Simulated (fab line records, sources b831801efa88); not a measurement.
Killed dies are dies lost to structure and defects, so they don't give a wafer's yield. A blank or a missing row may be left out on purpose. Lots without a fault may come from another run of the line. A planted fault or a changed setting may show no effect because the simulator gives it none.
A struck lot beside a sound one | flow gf180mcu | 15 steps out of a route of 602
Sound: wafers L604.2, L604.3, L604.5. Struck: wafer L619.5. (L619.3, L619.4 of the same lot were not struck and are left out.) The cause comes at the end.
At each step with rows: each side's tool, then ch and its chambers, then its first start. Under that, the readings that differ: sound wafers | struck wafers | difference of the means | sigmas: that difference in standard deviations of wafers without a fault.
alike: readings whose means differ by less than 2 such deviations, and words and numbers that are the same on both sides. not compared: withheld readings, readings that some wafer has no value for, bounds like >300 that may hide the same value, and numbers for which the record gives no deviation and whose values overlap.
The two part at a step that has a row with sigmas, a row that says differs or no value, or rows on one side only. Numbers that don't overlap but have no deviation are shown without sigmas and don't part them. A reading that every wafer of one side lacks parts them only if that side has two wafers or more.

first, 6 steps without rows for these wafers: GF_M4_HMDS_08 (prime time 60 s); GF_M4_COAT_09 (resist thk 1000 nm); GF_M4_SOFTBAKE_10 (time 60 s); GF_M4_EXPOSE_11 (exposes mask Metal4, target cd 280 nm); GF_M4_PEB_12 (peb time 90 s); GF_M4_DEVELOP_13 (develop time 60 s).
GF_M4_CD_MEAS_14: target cd 280 nm.
  sound on cd_sem-01, day 23 08:20; struck on cd_sem-02, day 28 07:59
  alike: cd_nm
GF_M4_OVL_MEAS_15:
  sound on overlay-01, day 23 08:26; struck on overlay-01, day 28 08:04
  alike: M4_OVL
GF_M4_METAL_ETCH_16: etches the open film in Cl2/BCl3, stops on SiO2, target depth 750.8 nm, time 125.1 s.
  sound on rie_metal-03 ch 0,1, day 23 08:28; struck on rie_metal-04 ch 1, day 28 08:08
  reading                | sound                | struck | difference | sigmas
  throttle_valve_pct (%) | 28.232 28.226 28.215 | 28.247 | +0.023     | +2
  alike: drypump_motor_current_A, oes_product_au
  not compared: rf_hours_counter_h
GF_M4_STRIP_17: strips in O2/N2.
  sound on plasma_asher-03 ch 0,1, day 23 08:35; struck on plasma_asher-03 ch 1, day 28 08:15
  alike: drypump_motor_current_A, heater_power_w, oes_product_au, platen_temp_c, strip_time_to_endpoint_s
  not compared: rf_hours_counter_h
then, 2 steps without rows for these wafers: GF_M4_STRIP_18 (strips in post etch residue remover, time 1200 s); GF_M4_CLEAN_19 (cleans in DIW).
GF_V4_CVD_00: deposits SiO2, target thk 600 nm, time 100 s.
  sound on hdpcvd-02 ch 0,1,2, day 23 09:08; struck on hdpcvd-02 ch 1, day 28 08:52
  reading                             | sound             | struck | difference | sigmas
  sih4_flow_sccm (sccm)               | 59.88 60.43 60.12 | 50.93  | -9.21      | -51
  model.SiO2_of_V4_CVD_00.thk_nm (nm) | 602 602.8 601.8   | 513.2  | -89.0      |
GF_V4_THK_MEAS_01:
  sound on film_metro-02, day 23 09:13; struck on film_metro-01, day 28 08:57
  reading            | sound       | struck | difference | sigmas
  V4_CVD_00_THK (nm) | 602 603 602 | 514    | -88        | -17
GF_V4_CVD_02: deposits SiO2 from TEOS, target thk 850 nm, time 94.851 s.
  sound on pecvd-01 ch 0,1,2, day 23 09:16; struck on pecvd-01 ch 0, day 28 08:59
  alike: heater_power_w

WHERE THEY PART
First at GF_M4_METAL_ETCH_16; last, within this record, at GF_V4_THK_MEAS_01. Later steps at which nothing parts them and some readings are alike: GF_V4_CVD_02.

WHY: what the simulator had put in
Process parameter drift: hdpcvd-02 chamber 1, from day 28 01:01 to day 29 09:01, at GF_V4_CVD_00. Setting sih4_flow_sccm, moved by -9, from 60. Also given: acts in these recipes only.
